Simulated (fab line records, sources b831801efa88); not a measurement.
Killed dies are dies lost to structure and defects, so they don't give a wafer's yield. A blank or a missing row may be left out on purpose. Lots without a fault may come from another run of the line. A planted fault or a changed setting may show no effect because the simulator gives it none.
One fault seen from 2 desks | flow sky130 | each desk has only its own numbers; what lay behind them comes last

THE TOOL OWNER'S DESK: cvd_w-02
The tool's own readings at SKY_CONTACT_CVD_24 (deposits W, target thk 340 nm, time 102.12 s): means of the sampled wafers that have a number, for each lot that ran on this tool. A lot is out of limits, marked OUT, if its mean lies more than 4 standard deviations from the usual mean; the brackets give that distance.
Columns: A = heater_power_w at SKY_CONTACT_CVD_24, usual 856 W
lot  | first seen here | A
L787 | day 31 22:53    | 964
L790 | day 32 15:55    | 817
L792 | day 33 09:31    | 901
L793 | day 33 18:13    | 832
L802 | day 36 15:35    | 896
L803 | day 36 22:16    | 911
L805 | day 37 02:11    | 805
This desk's finding: nothing out of limits on any of the 7 lots.

THE METROLOGY DESK
What the gauges read, lot by lot, whatever tool the lot ran on: means of the sampled wafers that have a number. A lot is out of limits, marked OUT, if its mean lies more than 4 standard deviations from the usual mean; the brackets give that distance.
Columns: A = CONTACT_W_RS at SKY_CONTACT_RS_MEAS_25, usual 0.338 ohm/sq; B = CONTACT_W_THK at SKY_CONTACT_THK_MEAS_26, usual 333 nm
lot  | first seen here | A                | B
L787 | day 31 23:00    | 0.342            | 328
L790 | day 32 16:02    | 0.342            | 329
L792 | day 33 09:37    | 0.342            | 329
L793 | day 33 18:19    | 0.342            | 328
L797 | day 34 23:30    | 0.327            | 346
L802 | day 36 15:43    | 0.306 (-5.3) OUT | 384 (+7.7) OUT
L803 | day 36 22:22    | 0.308 (-5.0) OUT | 373 (+6.0) OUT
L804 | day 37 00:59    | 0.331            | 336
L805 | day 37 02:17    | 0.271 (-11) OUT  | 422 (+13) OUT
L808 | day 38 04:13    | 0.330            | 342
L809 | day 38 12:50    | 0.334            | 339
This desk's finding: out of limits on L802, L803, L805; first on L802, day 36 15:43 (CONTACT_W_RS at SKY_CONTACT_RS_MEAS_25). In limits: L787, L790, L792, L793, L797, L804, L808, L809.

PUT TOGETHER
The metrology desk could have raised an alarm at day 36 15:43, on L802, L803, L805.
The tool owner's desk saw nothing out of limits.
The tool owner's desk has L802, L803, L805 on record, within its limits.
Of the lots named, all ran SKY_CONTACT_CVD_24 on cvd_w-02.

WHAT THE SIMULATOR HAD PUT IN
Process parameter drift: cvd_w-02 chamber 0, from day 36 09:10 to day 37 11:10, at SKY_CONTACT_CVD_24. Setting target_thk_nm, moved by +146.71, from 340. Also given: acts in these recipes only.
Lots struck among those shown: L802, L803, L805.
Hours from the fault's start to each desk's first reading out of limits: the metrology desk, 7.
